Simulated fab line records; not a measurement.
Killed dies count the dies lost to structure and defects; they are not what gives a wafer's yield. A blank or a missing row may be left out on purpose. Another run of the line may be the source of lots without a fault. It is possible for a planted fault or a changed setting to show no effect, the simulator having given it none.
Problem report in the 8D (eight disciplines) form, filled by code | flow sky130 | the parts of the form that need people (team, actions taken, sign-off) are left out

## 1. THE ISSUE
run length s at SKY_GATE_OXIDE_CLEAN_00 reads a mean of 108 s on 6 wafers of 2 lots; wafers without a fault read 178 s with a standard deviation of 3.5. Relative to the usual mean, that is a shift of -20 standard deviations.
The step: cleans in SC1/SC2, time 150 s.
The first sign was on wafer L593.1 at day 16 16:35, on wet bench-03. At this step, 18 wafers from 6 lots have a number in the record. Rule for "out" (also "out of limits"): further than 4 standard deviations from the usual mean. The other wafers with a number count as sound.

## 2. WHAT IT IS; WHAT IT IS NOT
question                    | is                     | is not
which readings at this step | run length s           | -
which lots                  | L593, L594             | L581, L588, L596, L603
which wafers of those lots  | all that have a number | -
read on which tools         | wet bench-03           | wet bench-01, wet bench-04
when                        | from day 16 16:35      | up to then (6 sound wafers); but 6 sound wafers of L596, L603 came after

## 3. THE SUSPECTS, EACH WITH WHAT RULES IT OUT
Counting: a tool at any process step up to the reading remains a suspect when it ran all the lots that are out and ran no sound lot after the first of those.
- wet bench-03 at SKY_GATE_OXIDE_CLEAN_00 (cleans in SC1/SC2, time 150 s): kept. It ran every lot that is out, first L593 (day 16 16:35), and no sound lot after that; its last sound lot up to then is L588 (day 15 02:14). Out on those wafers are its own readings of run length s.
The count leaves wet bench-03 at SKY_GATE_OXIDE_CLEAN_00.

## 4. THE CAUSE (what the simulator had put in)
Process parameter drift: wet bench-03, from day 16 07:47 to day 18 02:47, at SKY_GATE_OXIDE_CLEAN_00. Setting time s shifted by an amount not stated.
Counting left only this tool.

## 5. THE CHAIN OF EFFECTS, in route order
One row per reading whose mean, taken over the struck wafers that have a number, lies over 3 standard deviations from the usual. Readings are gone through only where the record gives a usual standard deviation; hours: the median, over the lots, of the time from a lot's start at the first step in this table giving one to that lot's start at this step; sigmas: the change measured in usual standard deviations.
hours | step                    | reading      | usual | on struck wafers | change | sigmas
0     | SKY_GATE_OXIDE_CLEAN_00 | run length s | 178 s | 108              | -70    | -20
Here are the process steps it includes:
- SKY_GATE_OXIDE_CLEAN_00: cleans in SC1/SC2, time 150 s.
Later steps that measure or inspect, where all struck wafers having a row at the step show a number for every such reading and not one has moved that far: SKY_GATE_OXIDE_THK_MEAS_02, SKY_GATE_OXIDE_OVL_MEAS_10, SKY_GATE_OXIDE_TW_MEAS_14.

## 6. HOW IT WOULD HAVE BEEN CAUGHT EARLIER
The fault began at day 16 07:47; the first out-of-limits reading in this record came at day 16 16:35, 9 hours later.
